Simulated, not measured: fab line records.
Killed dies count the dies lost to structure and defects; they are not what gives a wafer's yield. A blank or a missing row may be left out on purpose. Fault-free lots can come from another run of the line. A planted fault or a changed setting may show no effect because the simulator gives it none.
fab line records | flow sfq-line
record lots=14 wafers=42 last-day=83
route steps=325 shown L0@14 I1@74 I2@105 JJ@180
lots with no fault: from the same line, run without faults
start-h: hours from the record's opening day to when the first of the lot's shown wafers began | wait-h: hours from the lot's prior step to this one | " the same as in the row above | L1.1+2: several wafers, shown together as one row | - value missing, or start not given | * or withheld: withheld | < > ~ a bound
route shown NAME@n: names a module that has steps shown in the file, with the first one's number in the route | usual: mean and standard deviation over wafers with no fault | same: alike in all rows | chamber/n: place in a boat | sites: the reading at each site | _std_site: standard deviation across them | _edge_site: inner sites' mean taken away from outer sites' mean | radius-mm: how far each site lies from the wafer's centre | mask NAME#n: copy n | behind: the most recent tool/chamber to have shaped the wafer | hold: why the lot was held/for how many hours/how that ended | device: transistor that didn't switch, given as n, p or np | end of line: the same wafers' tests at the end of the route | where a step has no rows: the recipe by itself | killed: count of dies lost to structure and defects at first sort (not the wafer's yield) | map: shows each die of a wafer: x if killed, . if not, _ if none is there
set.NAME: the run value of the setting; set.NAME@STEP: its run value at that earlier step | model.NAME: the simulator's own value behind a step, which no gauge read
one table for each step of the route and one row for each wafer, over a sample of lots
services: from which hour (start-h, from the record's first day; less than 0 if before it) a tool's chamber was out of use, for how many hours, and why
## steps
# step SFQ_TRILAYER_L0_STRIP_STRIP_009
# recipe gas=O2 power-w=200 platen-temp-c=40 overash-fraction=0.65 chemistry=O2 pressure-mtorr=50
# usual drypump-motor-current-A=5.8/0.56 oes-product-au=0.997/0.0091
# columns lot.wafer tool chamber start-h wait-h drypump-motor-current-A oes-product-au rf-hours-counter-h
L783.1 rie-metal-03 1 76.92 0.0 6.5 0.990 159
L783.4 " 1 " " 6.4 0.986 -
L783.6 " 0 " " 6.3 0.993 -
L784.1 rie-metal-02 0 82.92 0.0 4.8 1.006 155
L784.2 " 1 " " 6.0 0.995 79
L784.4 " 1 " " 6.0 0.998 -
L785.1 rie-metal-01 1 91.32 0.0 6.0 1.001 132
L785.3 " 1 " " 6.1 1.004 -
L785.4 " 0 " " 5.8 1.007 -
L787.4 rie-metal-03 1 104.03 0.6 6.4 0.985 -
L787.5 " 1 " " 6.4 0.994 -
L787.6 " 1 " " 6.5 0.980 -
L788.2 rie-metal-02 1 111.09 0.0 6.0 0.993 84
L788.3 " 1 " " 6.0 1.000 -
L788.5 " 0 " " 4.8 0.999 -
L789.3 rie-metal-01 1 117.29 0.2 6.0 0.999 -
L789.4 " 0 " " 5.9 1.008 -
L789.6 " 1 " " 6.0 0.999 -
L790.1 rie-metal-02 0 121.89 0.0 4.8 1.003 160
L790.3 " 1 " " 6.0 1.001 -
L790.5 " 1 " " 6.0 1.006 -
L797.4 rie-metal-02 1 157.94 0.2 6.0 0.996 -
L797.5 " 1 " " 6.0 0.994 -
L797.6 " 0 " " 4.8 0.990 -
L798.1 rie-metal-01 1 163.69 0.0 6.1 1.008 145
L798.4 " 0 " " 5.8 1.003 -
L798.6 " 0 " " 5.8 1.007 -
L800.2 rie-metal-01 0 175.81 0.0 5.9 1.005 94
L800.4 " 0 " " 5.9 1.005 -
L800.6 " 1 " " 6.1 0.997 -
L801.2 rie-metal-01 0 181.81 0.0 5.9 0.997 95
L801.3 " 0 " " 5.8 0.999 -
L801.4 " 1 " " 6.0 0.990 -
L802.2 rie-metal-01 0 188.91 0.0 5.9 0.993 96
L802.3 " 0 " " 5.9 0.996 -
L802.5 " 0 " " 5.8 0.999 -
L803.1 rie-metal-02 1 194.91 0.0 6.0 0.992 97
L803.2 " 0 " " 4.8 1.000 173
L803.4 " 1 " " 6.0 0.998 -
L806.1 rie-metal-03 1 215.98 0.1 6.4 0.980 204
L806.3 " 1 " " 6.4 0.987 -
L806.4 " 1 " " 6.4 0.990 -
# step SFQ_TRILAYER_I1_CMP_CMP_046
# recipe material=SiO2 down-force-psi=3 platen-rpm=60 pad-velocity-m-s=0.94248
# usual motor-current-A=9.9/0.86 time-to-endpoint-s=215/8.6
# columns lot.wafer tool chamber start-h wait-h motor-current-A time-to-endpoint-s
L783.1 cmp-01 2 362.44 0.8 9.2 201
L783.4 " 3 " " 9.4 220
L783.6 " 2 364.44 2.8 9.4 215
L784.1 cmp-01 0 368.94 1.8 10.0 200
L784.4 " 1 " " 11.7 221
L784.2 " 2 " " 9.2 217
L785.1 cmp-01 3 373.85 0.0 9.8 212
L785.4 " 0 " " 10.5 218
L785.3 " 2 375.35 1.5 9.4 210
L787.4 cmp-02 0 403.36 0.5 9.6 222
L787.5 " 0 405.36 2.5 8.9 215
L787.6 " 1 " " 8.9 232
L788.2 cmp-01 3 418.09 1.0 9.6 217
L788.3 " 0 " " 10.4 200
L788.5 " 2 419.59 2.5 9.2 221
L789.4 cmp-02 2 436.11 1.0 10.5 216
L789.3 " 3 " " 10.1 222
L789.6 " 0 " " 9.8 219
L790.1 cmp-02 1 442.09 1.0 9.0 227
L790.3 " 2 " " 10.6 205
L790.5 " 0 443.59 2.5 9.6 218
L797.4 cmp-02 0 639.01 0.0 9.2 253
L797.5 " 0 641.01 2.0 10.0 246
L797.6 " 1 " " 8.7 227
L798.4 cmp-02 1 647.52 0.5 8.9 232
L798.1 " 2 " " 10.1 205
L798.6 " 0 649.02 2.0 9.4 259
L800.2 cmp-01 0 665.05 0.1 10.0 201
L800.4 " 1 " " 11.7 211
L800.6 " 0 667.05 2.0 10.6 211
L801.2 cmp-01 0 668.05 0.5 10.2 205
L801.4 " 1 " " 11.6 214
L801.3 " 3 669.55 2.0 9.9 227
L802.2 cmp-01 3 675.12 0.5 10.2 218
L802.3 " 1 676.12 1.5 11.7 205
L802.5 " 2 " " 9.0 218
L803.4 cmp-01 1 683.01 0.0 11.1 218
L803.1 " 2 " " 9.5 221
L803.2 " 0 684.51 1.5 10.5 211
L806.4 cmp-02 2 719.59 0.0 10.6 197
L806.1 " 0 720.59 1.0 9.5 208
L806.3 " 1 " " 8.3 209
# step SFQ_TRILAYER_I1_METRO_MEASURE_047
# usual thk-nm=200.1/1.2
# columns lot.wafer tool chamber start-h wait-h thk-nm
L783.1 film-metro-04 - 365.56 0.1 197.9
L783.4 " - " " 200.2
L783.6 " - " " 200.2
L784.1 film-metro-04 - 371.56 0.1 200.1
L784.2 " - " " 201.4
L784.4 " - " " 200.3
L785.1 film-metro-04 - 376.97 0.1 200.4
L785.3 " - " " 198.9
L785.4 " - " " 198.5
L787.4 film-metro-03 - 407.08 0.6 199.8
L787.5 " - " " 199.0
L787.6 " - " " 202.0
L788.2 film-metro-04 - 420.41 0.3 199.5
L788.3 " - " " 198.1
L788.5 " - " " 198.6
L789.3 film-metro-03 - 438.63 0.5 200.5
L789.4 " - " " 199.7
L789.6 " - " " 200.3
L790.1 film-metro-03 - 444.21 0.1 201.5
L790.3 " - " " 198.9
L790.5 " - " " 200.4
L797.4 film-metro-01 - 642.73 0.6 149.3
L797.5 " - " " 149.6
L797.6 " - " " 201.3
L798.1 film-metro-01 - 650.14 0.1 198.4
L798.4 " - " " 202.1
L798.6 " - " " 149.8
L800.2 film-metro-04 - 668.37 0.3 198.4
L800.4 " - " " 200.5
L800.6 " - " " 199.4
L801.2 film-metro-03 - 671.37 0.3 198.6
L801.3 " - " " 200.0
L801.4 " - " " 198.4
L802.2 film-metro-01 - 677.94 0.3 200.1
L802.3 " - " " 198.6
L802.5 " - " " 198.5
L803.1 film-metro-01 - 686.13 0.1 201.1
L803.2 " - " " 199.1
L803.4 " - " " 199.5
L806.1 film-metro-04 - 722.71 0.1 199.2
L806.3 " - " " 199.8
L806.4 " - " " 199.1
# step SFQ_TRILAYER_I1_VIA_ETCH_VIA_ETCH_052
# recipe target=SiO2 stop-on=Nb mask-material=PR taper-deg=20 chemistry=CHF3 target-depth-nm=260 source-w=500 bias-w=80 pressure-mtorr=30 time-s=withheld
# usual drypump-motor-current-A=5.8/0.39 oes-product-au=0.855/0.0049
# columns lot.wafer tool chamber start-h wait-h drypump-motor-current-A oes-product-au
L783.1 rie-diel-04 0 369.09 0.0 5.4 0.856
L783.4 " 1 " " 6.2 0.843
L783.6 " 1 " " 6.3 0.853
L784.1 rie-diel-01 1 521.95 0.0 5.4 0.859
L784.2 " 3 " " 6.2 0.860
L784.4 " 2 " " 5.3 0.859
L785.1 rie-diel-04 2 525.55 0.0 6.2 0.852
L785.3 " 0 " " 5.4 0.852
L785.4 " 1 " " 6.3 0.852
L787.4 rie-diel-03 0 547.21 0.1 5.2 0.859
L787.5 " 1 " " 5.6 0.855
L787.6 " 3 " " 6.2 0.861
L788.2 rie-diel-01 0 563.95 0.0 5.4 0.861
L788.3 " 1 " " 5.4 0.851
L788.5 " 1 " " 5.4 0.850
L789.3 rie-diel-03 2 579.55 0.0 6.1 0.857
L789.4 " 1 " " 5.6 0.855
L789.6 " 1 " " 5.6 0.856
L790.1 rie-diel-03 1 583.15 0.0 5.6 0.858
L790.3 " 3 " " 6.2 0.855
L790.5 " 3 " " 6.2 0.854
L797.4 rie-diel-04 2 797.80 0.0 6.2 0.733
L797.5 " 0 " " 5.4 0.740
L797.6 " 3 " " 5.6 0.858
L798.1 rie-diel-04 1 806.20 0.0 6.2 0.848
L798.4 " 3 " " 5.6 0.859
L798.6 " 0 " " 5.4 0.730
L800.2 rie-diel-03 3 827.73 0.0 6.2 0.848
L800.4 " 0 " " 5.1 0.856
L800.6 " 1 " " 5.6 0.849
L801.2 rie-diel-01 0 831.33 0.0 5.5 0.848
L801.3 " 2 " " 5.3 0.857
L801.4 " 3 " " 6.2 0.855
L802.2 rie-diel-04 1 837.45 0.0 6.3 0.850
L802.3 " 2 " " 6.2 0.859
L802.5 " 3 " " 5.6 0.859
L803.1 rie-diel-04 2 847.05 0.0 6.2 0.865
L803.2 " 3 " " 5.6 0.848
L803.4 " 0 " " 5.5 0.850
L806.1 rie-diel-04 1 878.25 0.0 6.2 0.850
L806.3 " 3 " " 5.6 0.855
L806.4 " 2 " " 6.2 0.848
# step SFQ_I2_BOW_MEAS_917
# recipe mode=bow
# usual I2_BOW=5/7.8
# columns lot.wafer tool chamber start-h wait-h I2_BOW[um]
L783.1 film-metro-02 - 535.19 2.5 18
L783.4 " - " " 8
L783.6 " - " " 14
L784.1 film-metro-04 - 551.88 1.0 5
L784.2 " - " " -3
L784.4 " - " " 2
L785.1 film-metro-02 - 554.88 2.5 6
L785.3 " - " " -5
L785.4 " - " " 7
L787.4 film-metro-03 - 575.94 2.1 13
L787.5 " - " " -2
L787.6 " - " " -3
L788.2 film-metro-04 - 593.90 1.0 3
L788.3 " - " " 11
L788.5 " - " " 12
L789.3 film-metro-03 - 728.63 1.5 11
L789.4 " - " " 12
L789.6 " - " " 7
L790.1 film-metro-04 - 736.57 1.0 -11
L790.3 " - " " -1
L790.5 " - " " 9
L797.4 film-metro-04 - 836.25 1.1 5
L797.5 " - " " 3
L797.6 " - " " 14
L798.1 film-metro-03 - 843.79 2.5 7
L798.4 " - " " 12
L798.6 " - " " 13
L800.2 film-metro-02 - 867.81 2.5 0
L800.4 " - " " 4
L800.6 " - " " -4
L801.2 film-metro-03 - 873.81 1.5 8
L801.3 " - " " -1
L801.4 " - " " -8
L802.2 film-metro-02 - 885.81 2.0 14
L802.3 " - " " 0
L802.5 " - " " 8
L803.1 film-metro-02 - 893.19 2.0 19
L803.2 " - " " 23
L803.4 " - " " 8
L806.1 film-metro-03 - 927.18 1.0 6
L806.3 " - " " 0
L806.4 " - " " 4
# step SFQ_TRILAYER_JJ_TRILAYER_DEP_SPUTTER_110
# recipe material=Al base-pressure-pa=1.33e-06 target-thk-nm=8 power-w=500 time-s=10 chamber-pressure-pa=0.4
# usual throttle-valve-pct=29.8/1.1
# columns lot.wafer tool chamber start-h wait-h throttle-valve-pct
L783.1 pvd-sputter-05 - 935.02 0.0 30.5
L783.4 " - " " 30.2
L783.6 " - " " 31.2
L784.1 pvd-sputter-06 - 949.55 0.0 28.8
L784.2 " - " " 30.5
L784.4 " - " " 30.7
L785.1 pvd-sputter-06 - 1056.01 0.0 30.6
L785.3 " - " " 28.1
L785.4 " - " " 29.0
L787.4 pvd-sputter-04 - 1062.12 0.0 31.6
L787.5 " - " " 29.9
L787.6 " - " " 29.2
L788.2 pvd-sputter-04 - 1066.92 0.0 31.7
L788.3 " - " " 29.0
L788.5 " - " " 30.6
L789.3 pvd-sputter-06 - 1081.21 0.0 28.8
L789.4 " - " " 31.2
L789.6 " - " " 30.8
L790.1 pvd-sputter-04 - 1119.06 0.0 30.6
L790.3 " - " " 29.1
L790.5 " - " " 29.2
L797.4 pvd-sputter-05 - 1350.77 0.0 29.9
L797.5 " - " " 30.0
L797.6 " - " " 31.1
L798.1 pvd-sputter-06 - 1356.80 0.0 31.0
L798.4 " - " " 28.3
L798.6 " - " " 30.8
L800.2 pvd-sputter-05 - 1365.29 0.0 30.2
L800.4 " - " " 30.1
L800.6 " - " " 30.3
L801.2 pvd-sputter-04 - 1372.04 0.0 29.7
L801.3 " - " " 30.5
L801.4 " - " " 31.8
L802.2 pvd-sputter-05 - 1374.43 0.0 28.8
L802.3 " - " " 30.1
L802.5 " - " " 30.4
L803.1 pvd-sputter-04 - 1528.74 0.0 29.6
L803.2 " - " " 31.7
L803.4 " - " " 30.7
L806.1 pvd-sputter-04 - 1555.92 0.0 30.5
L806.3 " - " " 29.1
L806.4 " - " " 31.5
## services
# columns tool chamber start-h hours kind
cmp-01 - 79.69 10.5 pm
cmp-01 - 232.54 4.0 pm
cmp-01 - 233.24 0.2 repair
cmp-01 - 243.08 0.8 repair
cmp-01 - 260.66 0.6 repair
cmp-01 - 323.90 0.8 repair
cmp-01 - 405.79 10.0 repair
cmp-01 - 441.60 0.6 repair
cmp-01 - 450.11 4.2 pm
cmp-01 - 453.53 0.4 repair
cmp-01 - 497.46 0.9 repair
cmp-01 - 574.19 4.0 pm
cmp-01 - 618.03 5.3 pm
cmp-01 - 641.97 0.7 repair
cmp-01 - 643.64 0.5 repair
cmp-01 - 699.27 0.7 repair
cmp-01 - 729.49 1.8 repair
cmp-01 - 797.77 0.5 repair
cmp-01 - 819.79 6.0 pm
cmp-01 - 915.79 4.0 pm
cmp-01 - 972.14 0.5 repair
cmp-01 - 992.54 1.3 repair
cmp-01 - 1188.83 5.4 pm
cmp-01 - 1257.30 4.0 pm
## key
first-sign step=SFQ_TRILAYER_I1_CMP_CMP_046 reading=time-to-endpoint-s direction=up sigmas=4.4 usual=* struck=*
effect step=SFQ_TRILAYER_I1_METRO_MEASURE_047 reading=thk-nm direction=down sigmas=42 usual=200.1 struck=149.6
effect step=SFQ_TRILAYER_I1_VIA_ETCH_VIA_ETCH_052 reading=oes-product-au direction=down sigmas=25 usual=0.855 struck=0.734
met-at SFQ_TRILAYER_I1_CMP_CMP_046
struck-lots L797,L798
struck-wafers L797.4,L797.5,L798.6
not-acting-at SFQ_TRILAYER_L0_STRIP_STRIP_009,SFQ_I2_BOW_MEAS_917,SFQ_TRILAYER_JJ_TRILAYER_DEP_SPUTTER_110
onset-between 442.09 639.01
fault kind=process-parameter-drift tool=cmp-02 chamber=0 onset-h=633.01 steps=SFQ_TRILAYER_I1_CMP_CMP_046 channel=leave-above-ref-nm offset=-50 shape=step end-h=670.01 acts-in=these-recipes-only stated=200
